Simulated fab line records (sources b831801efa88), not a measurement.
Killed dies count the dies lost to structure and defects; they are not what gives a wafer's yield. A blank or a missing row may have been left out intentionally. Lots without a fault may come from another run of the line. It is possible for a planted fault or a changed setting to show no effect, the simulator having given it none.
Which tool was responsible? :: flow gf180mcu :: 42 wafers from 14 lots sampled at 3 of the route's 602 steps

## WHAT EACH GAUGE READ, for each wafer
GF_V5_OVL_MEAS_15.
lot: L225
measured: day 27 17:13
on: overlay-01
V5_OVL (nm): -7 -7 -2

lot: L228
measured: day 28 20:58
on: overlay-01
V5_OVL (nm): -1 2 1

lot: L234
measured: day 30 22:58
on: overlay-02
V5_OVL (nm): 3 2 1

lot: L236
measured: day 31 09:49
on: overlay-02
V5_OVL (nm): -5 -6 5

lot: L237
measured: day 31 13:43
on: overlay-02
V5_OVL (nm): 4 5 1

lot: L238
measured: day 31 14:20
on: overlay-02
V5_OVL (nm): 2 -2 5

lot: L239
measured: day 32 03:16
on: overlay-01
V5_OVL (nm): -4 3 -1

lot: L240
measured: day 32 06:58
on: overlay-02
V5_OVL (nm): 1 -2 -5

lot: L241
measured: day 32 14:48
on: overlay-01
V5_OVL (nm): -6 -8 -3

lot: L243
measured: day 32 20:03
on: overlay-02
V5_OVL (nm): -1 -7 2

lot: L242
measured: day 32 21:25
on: overlay-01
V5_OVL (nm): -1 5 0

lot: L244
measured: day 33 03:14
on: overlay-02
V5_OVL (nm): -1 5 6

lot: L245
measured: day 33 05:45
on: overlay-01
V5_OVL (nm): -10 -1 1

lot: L246
measured: day 33 12:30
on: overlay-02
V5_OVL (nm): -13 -13 -3

GF_V5_THK_MEAS_25: measures by xrf.
lot: L225
measured: day 27 18:20
on: film_metro-01
V5_W_THK (nm): 348 349 352

lot: L228
measured: day 28 22:08
on: film_metro-03
V5_W_THK (nm): 343 347 347

lot: L234
measured: day 31 00:04
on: film_metro-01
V5_W_THK (nm): 344 339 341

lot: L236
measured: day 31 10:54
on: film_metro-02
V5_W_THK (nm): 349 348 353

lot: L237
measured: day 31 14:47
on: film_metro-02
V5_W_THK (nm): 348 351 348

lot: L238
measured: day 31 15:26
on: film_metro-01
V5_W_THK (nm): 337 347 344

lot: L239
measured: day 32 04:22
on: film_metro-03
V5_W_THK (nm): 346 347 345

lot: L240
measured: day 32 08:02
on: film_metro-02
V5_W_THK (nm): 346 352 350

lot: L241
measured: day 32 15:52
on: film_metro-03
V5_W_THK (nm): 352 356 346

lot: L243
measured: day 32 21:07
on: film_metro-02
V5_W_THK (nm): 350 352 357

lot: L242
measured: day 32 22:34
on: film_metro-02
V5_W_THK (nm): 352 344 351

lot: L244
measured: day 33 04:20
on: film_metro-03
V5_W_THK (nm): 343 345 344

lot: L245
measured: day 33 06:50
on: film_metro-02
V5_W_THK (nm): 341 341 348

lot: L246
measured: day 33 13:34
on: film_metro-02
V5_W_THK (nm): 356 357 356

## TOOL THAT RAN EACH LOT (tool first, then ch and the chambers of the sampled wafers, then the start)
lot: L225
GF_V5_SPUTTER_22: pvd_sputter-01, day 27 18:03

lot: L228
GF_V5_SPUTTER_22: pvd_sputter-01, day 28 21:44

lot: L234
GF_V5_SPUTTER_22: pvd_sputter-04, day 30 23:46

lot: L236
GF_V5_SPUTTER_22: pvd_sputter-02, day 31 10:37

lot: L237
GF_V5_SPUTTER_22: pvd_sputter-01, day 31 14:30

lot: L238
GF_V5_SPUTTER_22: pvd_sputter-04, day 31 15:10

lot: L239
GF_V5_SPUTTER_22: pvd_sputter-02, day 32 04:04

lot: L240
GF_V5_SPUTTER_22: pvd_sputter-01, day 32 07:45

lot: L241
GF_V5_SPUTTER_22: pvd_sputter-04, day 32 15:35

lot: L243
GF_V5_SPUTTER_22: pvd_sputter-01, day 32 20:49

lot: L242
GF_V5_SPUTTER_22: pvd_sputter-01, day 32 22:17

lot: L244
GF_V5_SPUTTER_22: pvd_sputter-02, day 33 04:04

lot: L245
GF_V5_SPUTTER_22: pvd_sputter-02, day 33 06:34

lot: L246
GF_V5_SPUTTER_22: pvd_sputter-01, day 33 13:16
- GF_V5_SPUTTER_22: material TiN, target thk 10 nm, time 40 s.

## AS READ BY THE TOOLS THEMSELVES (means over the sampled wafers that have a number; for cases with no such wafer, the mark the record gives instead)
GF_V5_SPUTTER_22.
lot: L225
tool: pvd_sputter-01
cathode_dc_power_W (W): 4000.2
chamber_pressure_pa (Pa): 5.003
throttle_valve_pct (%): 29.5

lot: L228
tool: pvd_sputter-01
cathode_dc_power_W (W): 4000.1
chamber_pressure_pa (Pa): 5.003
throttle_valve_pct (%): 28.8

lot: L234
tool: pvd_sputter-04
cathode_dc_power_W (W): 3999.8
chamber_pressure_pa (Pa): 5.004
throttle_valve_pct (%): 29.9

lot: L236
tool: pvd_sputter-02
cathode_dc_power_W (W): 3999.7
chamber_pressure_pa (Pa): 4.996
throttle_valve_pct (%): 30.2

lot: L237
tool: pvd_sputter-01
cathode_dc_power_W (W): 4000.6
chamber_pressure_pa (Pa): 4.994
throttle_valve_pct (%): 28.8

lot: L238
tool: pvd_sputter-04
cathode_dc_power_W (W): 4000.1
chamber_pressure_pa (Pa): 5.004
throttle_valve_pct (%): 29.3

lot: L239
tool: pvd_sputter-02
cathode_dc_power_W (W): 4000.1
chamber_pressure_pa (Pa): 5.007
throttle_valve_pct (%): 30.1

lot: L240
tool: pvd_sputter-01
cathode_dc_power_W (W): 3999.3
chamber_pressure_pa (Pa): 5.002
throttle_valve_pct (%): 29.6

lot: L241
tool: pvd_sputter-04
cathode_dc_power_W (W): 4000.0
chamber_pressure_pa (Pa): 5.003
throttle_valve_pct (%): 29.3

lot: L243
tool: pvd_sputter-01
cathode_dc_power_W (W): 4000.0
chamber_pressure_pa (Pa): 4.985
throttle_valve_pct (%): 29.6

lot: L242
tool: pvd_sputter-01
cathode_dc_power_W (W): 3999.4
chamber_pressure_pa (Pa): 4.999
throttle_valve_pct (%): 29.5

lot: L244
tool: pvd_sputter-02
cathode_dc_power_W (W): 4000.0
chamber_pressure_pa (Pa): 4.998
throttle_valve_pct (%): 31.0

lot: L245
tool: pvd_sputter-02
cathode_dc_power_W (W): 4000.4
chamber_pressure_pa (Pa): 5.004
throttle_valve_pct (%): 29.5

lot: L246
tool: pvd_sputter-01
cathode_dc_power_W (W): 3999.9
chamber_pressure_pa (Pa): 4.983
throttle_valve_pct (%): 29.6

## THE ANSWER, worked out from the rows above alone
Rule: usual is defined by the lots themselves. Put in order of their means at a reading, lots are off if they are a third of the lots or fewer, leave a main group of 4 or more, and stand apart from it by a gap of 3 or more times the standard deviation of the main group's means; of several such gaps the widest counts. A main group is skipped when, at the precision printed for the reading in the tables above, its means are all equal. Also off: a lot with no number at a reading for which 4 or more lots have one. Where the step has rows for the other lots, those lots are counted as sound. The gauges are gone through in route order, then the tools' own readings, and for those a lot's mean is taken as printed above. The first step at which some lot is off is used, and at that step the reading that is off furthest; a lot without a number counts as furthest.
None of the lots is off at any reading shown; this tells nothing.

## WHAT HAD BEEN PUT IN BY THE SIMULATOR
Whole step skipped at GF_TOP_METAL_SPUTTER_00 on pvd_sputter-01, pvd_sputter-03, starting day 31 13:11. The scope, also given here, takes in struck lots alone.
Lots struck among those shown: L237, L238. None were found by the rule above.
